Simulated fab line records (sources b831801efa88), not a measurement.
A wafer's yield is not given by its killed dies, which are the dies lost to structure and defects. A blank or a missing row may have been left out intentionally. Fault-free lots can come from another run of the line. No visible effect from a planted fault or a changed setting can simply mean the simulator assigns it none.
fab line records + flow sky130
record
- lots=5
- wafers=15
- last-day=49
route steps=708 shown SONOS_ONO@184 GATE_OXIDE@187
lots that met no fault: taken from a fault-free run of the same line
start-h: hours from the record's opening day to when the first of the lot's shown wafers began + wait-h: hours elapsed since this lot's preceding step + " as in the row above + L1.1+2: a row that stands for several wafers + - no value present, or no start provided + * or withheld: withheld + < > ~ a bound
route shown NAME@n: NAME is a module with steps in the file, n the number in the route of the first one + usual: mean and standard deviation over wafers with no fault + same: alike in all rows + chamber/n: place in a boat + sites: the reading at each site + _std_site: their standard deviation + _edge_site: mean of outer sites minus mean of inner sites + radius-mm: how far each site lies from the wafer's centre + mask NAME#n: copy n + behind: the tool/chamber that last shaped the wafer + hold: why the lot was held/for how many hours/how that ended + device: names the non-switching transistor (n, p or np) + end of line: the route-end tests of the same wafers + a step with no rows: only its recipe + killed: at the first sort, the dies lost to defects and structure; wafer yield is something else + map: shows each die of a wafer: x if killed, . if not, _ if none is there
set.NAME: the setting the step ran with; set.NAME@STEP: the setting that earlier step ran with + model.NAME: the simulator's own value behind a step, which no gauge read
lots seen at some steps along the route; tables by step, rows by wafer
services: a tool's chamber out of use, with start hour (start-h, from the record's first day; less than 0 if before it), hours out, and reason
## steps
# step SKY_SONOS_ONO_WET_ETCH_16
# recipe
- chemistry=dHF
- target-depth-nm=14
- dry=n2-spin
- target=SiO2
- dilution=100:1
- temp-c=25
- time-s=280
| lot.wafer  | tool         | chamber | start-h | wait-h |
|------------|--------------|---------|---------|--------|
| L074.2+3+5 | wet-bench-03 | 1       | 273.32  | 0.0    |
| L075.1+2+6 | wet-bench-01 | 1       | 281.06  | 0.0    |
| L080.3+5+6 | wet-bench-04 | 3       | 323.71  | 0.0    |
| L082.2+3+5 | wet-bench-04 | 3       | 332.07  | 0.0    |
| L084.4+5+6 | wet-bench-03 | 3       | 357.37  | 0.0    |
# step SKY_SONOS_ONO_STRIP_17
# recipe
- chemistry=O2/N2
- power-w=1400
- pressure-mtorr=1500
- platen-temp-c=withheld
- o2-flow-sccm=3000
- n2-flow-sccm=300
- overash-fraction=0.5
# usual
- drypump-motor-current-A=6.2/0.47
- o2-flow-sccm=2999/8.8
- oes-product-au=0.711/0.0043
- strip-time-to-endpoint-s=14.11/0.039
| lot.wafer | tool            | chamber | start-h | wait-h | drypump-motor-current-A | o2-flow-sccm | oes-product-au | rf-hours-counter-h | strip-time-to-endpoint-s |
|-----------|-----------------|---------|---------|--------|-------------------------|--------------|----------------|--------------------|--------------------------|
| L074.2    | plasma-asher-01 | 0       | 273.49  | 0.0    | 6.3                     | 2992         | 0.708          | 16                 | 14.15                    |
| L074.3    | "               | 0       | "       | "      | 6.3                     | 2992         | 0.713          | -                  | 14.13                    |
| L074.5    | "               | 1       | "       | "      | 6.4                     | 2988         | 0.714          | -                  | 14.12                    |
| L075.1    | plasma-asher-01 | 1       | 281.15  | 0.0    | 6.4                     | 2990         | 0.712          | 17                 | 14.12                    |
| L075.2    | "               | 0       | "       | "      | 6.3                     | 2993         | 0.714          | 17                 | 14.15                    |
| L075.6    | "               | 0       | "       | "      | 6.3                     | 3011         | 0.714          | -                  | 14.10                    |
| L080.3    | plasma-asher-01 | 0       | 323.84  | 0.0    | 6.3                     | 2999         | 0.704          | -                  | 14.13                    |
| L080.5    | "               | 0       | "       | "      | 6.3                     | 2997         | 0.712          | -                  | 14.12                    |
| L080.6    | "               | 1       | "       | "      | 6.4                     | 2995         | 0.711          | -                  | 14.09                    |
| L082.2    | plasma-asher-01 | 1       | 332.15  | 0.0    | 6.4                     | 3001         | 0.712          | 23                 | 14.11                    |
| L082.3    | "               | 1       | "       | "      | 6.4                     | 2997         | 0.700          | -                  | 14.09                    |
| L082.5    | "               | 0       | "       | "      | 6.3                     | 3010         | 0.708          | -                  | 14.13                    |
| L084.4    | plasma-asher-01 | 0       | 357.49  | 0.0    | 6.3                     | 2992         | 0.709          | -                  | 14.15                    |
| L084.5    | "               | 1       | "       | "      | 6.4                     | 3000         | 0.715          | -                  | 14.08                    |
| L084.6    | "               | 0       | "       | "      | 6.3                     | 2989         | 0.708          | -                  | 14.13                    |
# step SKY_SONOS_ONO_WET_ETCH_18
# recipe
- chemistry=H3PO4
- target-depth-nm=15
- target=Si3N4
- temp-c=160
- time-s=172
| lot.wafer  | tool         | chamber | start-h | wait-h |
|------------|--------------|---------|---------|--------|
| L074.2+3+5 | wet-bench-01 | 2       | 273.59  | 0.1    |
| L075.1+2+6 | wet-bench-03 | 1       | 281.25  | 0.1    |
| L080.3+5+6 | wet-bench-03 | 2       | 323.91  | 0.0    |
| L082.2+3+5 | wet-bench-01 | 0       | 332.25  | 0.1    |
| L084.4+5+6 | wet-bench-04 | 3       | 357.55  | 0.0    |
# step SKY_GATE_OXIDE_CLEAN_00
# recipe
- chemistry=SC1/SC2
- mix=1:4:20
- temp-c=70
- time-s=150
- dry=n2-spin
| lot.wafer  | tool         | chamber | start-h | wait-h |
|------------|--------------|---------|---------|--------|
| L074.2+3+5 | wet-bench-04 | 0       | 273.66  | 0.0    |
| L075.1+2+6 | wet-bench-01 | 2       | 281.36  | 0.0    |
| L080.3+5+6 | wet-bench-04 | 2       | 323.96  | 0.0    |
| L082.2+3+5 | wet-bench-04 | 1       | 332.31  | 0.0    |
| L084.4+5+6 | wet-bench-01 | 2       | 357.61  | 0.0    |
# step SKY_GATE_OXIDE_OXIDATION_01
# recipe
- temp-c=900
- ambient=O2
- stabilise-s=600
- purge-s=300
- target-thk-a=102.68
- ox-time-s=1473
# usual
- ox-temp-c=900.0/0.42
- zone-power-upper-pct=18.7/1.7
# same
- ox-time-s=1473
| lot.wafer | tool       | chamber | start-h | wait-h | ox-temp-c | zone-power-upper-pct |
|-----------|------------|---------|---------|--------|-----------|----------------------|
| L074.2    | furnace-02 | 0       | 273.71  | 0.0    | 900.3     | 20.5                 |
| L074.3    | "          | 0       | "       | "      | 900.1     | 20.6                 |
| L074.5    | "          | 0       | "       | "      | 900.1     | 20.3                 |
| L075.1    | furnace-01 | 0       | 281.77  | 0.4    | 899.8     | 16.8                 |
| L075.2    | "          | 0       | "       | "      | 899.9     | 17.1                 |
| L075.6    | "          | 0       | "       | "      | 899.9     | 16.8                 |
| L080.3    | furnace-01 | 0       | 324.02  | 0.0    | 900.2     | 17.2                 |
| L080.5    | "          | 0       | "       | "      | 900.2     | 16.8                 |
| L080.6    | "          | 0       | "       | "      | 900.1     | 16.8                 |
| L082.2    | furnace-02 | 0       | 333.16  | 0.8    | 900.7     | 20.4                 |
| L082.3    | "          | 0       | "       | "      | 900.6     | 20.2                 |
| L082.5    | "          | 0       | "       | "      | 900.5     | 20.6                 |
| L084.4    | furnace-02 | 0       | 357.66  | 0.0    | 899.8     | 20.5                 |
| L084.5    | "          | 0       | "       | "      | 900.1     | 20.1                 |
| L084.6    | "          | 0       | "       | "      | 899.1     | 19.9                 |
# step SKY_GATE_OXIDE_THK_MEAS_02
# recipe
- reads=SiO2_of_GATE_OXIDE_OXIDATION_01
# usual
- GATE_OXIDE_OXIDATION_00_THK=10.28/0.18
| lot.wafer | tool          | chamber | start-h | wait-h | GATE_OXIDE_OXIDATION_00_THK[nm] |
|-----------|---------------|---------|---------|--------|---------------------------------|
| L074.2    | film-metro-01 | -       | 275.13  | 0.0    | 10.16                           |
| L074.3    | "             | -       | "       | "      | 10.07                           |
| L074.5    | "             | -       | "       | "      | 10.08                           |
| L075.1    | film-metro-04 | -       | 283.18  | 0.0    | 10.41                           |
| L075.2    | "             | -       | "       | "      | 10.37                           |
| L075.6    | "             | -       | "       | "      | 10.37                           |
| L080.3    | film-metro-02 | -       | 325.45  | 0.0    | 10.51                           |
| L080.5    | "             | -       | "       | "      | 10.69                           |
| L080.6    | "             | -       | "       | "      | 10.64                           |
| L082.2    | film-metro-04 | -       | 334.58  | 0.0    | 10.17                           |
| L082.3    | "             | -       | "       | "      | 10.04                           |
| L082.5    | "             | -       | "       | "      | 10.09                           |
| L084.4    | film-metro-02 | -       | 359.10  | 0.0    | 10.22                           |
| L084.5    | "             | -       | "       | "      | 10.30                           |
| L084.6    | "             | -       | "       | "      | 10.40                           |
# step SKY_GATE_OXIDE_DEHYDRATE_03
# recipe
- temp-c=200
- time-s=60
| lot.wafer  | tool           | chamber | start-h | wait-h |
|------------|----------------|---------|---------|--------|
| L074.2+3+5 | litho-track-04 | 0       | 287.31  | 12.2   |
| L075.1+2+6 | litho-track-03 | 0       | 295.14  | 12.0   |
| L080.3+5+6 | litho-track-04 | 0       | 337.24  | 11.8   |
| L082.2+3+5 | litho-track-03 | 0       | 348.56  | 14.0   |
| L084.4+5+6 | litho-track-03 | 0       | 373.21  | 14.1   |
# step SKY_GATE_OXIDE_HMDS_04
# recipe
- prime-time-s=60
- prime-temp-c=120
| lot.wafer  | tool           | chamber | start-h | wait-h |
|------------|----------------|---------|---------|--------|
| L074.2+3+5 | litho-track-04 | 0       | 287.46  | 0.1    |
| L075.1+2+6 | litho-track-03 | 0       | 295.29  | 0.1    |
| L080.3+5+6 | litho-track-04 | 0       | 337.39  | 0.1    |
| L082.2+3+5 | litho-track-03 | 0       | 348.71  | 0.1    |
| L084.4+5+6 | litho-track-03 | 0       | 373.36  | 0.1    |
# step SKY_GATE_OXIDE_COAT_05
# recipe
- resist=NOVOLAK
- spin-rpm=3000
- resist-thk-nm=1140
| lot.wafer  | tool           | chamber | start-h | wait-h |
|------------|----------------|---------|---------|--------|
| L074.2+3+5 | litho-track-04 | 0       | 287.61  | 0.1    |
| L075.1+2+6 | litho-track-03 | 0       | 295.44  | 0.1    |
| L080.3+5+6 | litho-track-04 | 0       | 337.54  | 0.1    |
| L082.2+3+5 | litho-track-03 | 0       | 348.86  | 0.1    |
| L084.4+5+6 | litho-track-03 | 0       | 373.51  | 0.1    |
## services
| tool       | chamber | start-h | hours | kind |
|------------|---------|---------|-------|------|
| furnace-01 | -       | 276.08  | 3.0   | pm   |
| furnace-02 | -       | 351.63  | 2.6   | pm   |
| furnace-01 | -       | 361.34  | 8.2   | pm   |
## key
fault none
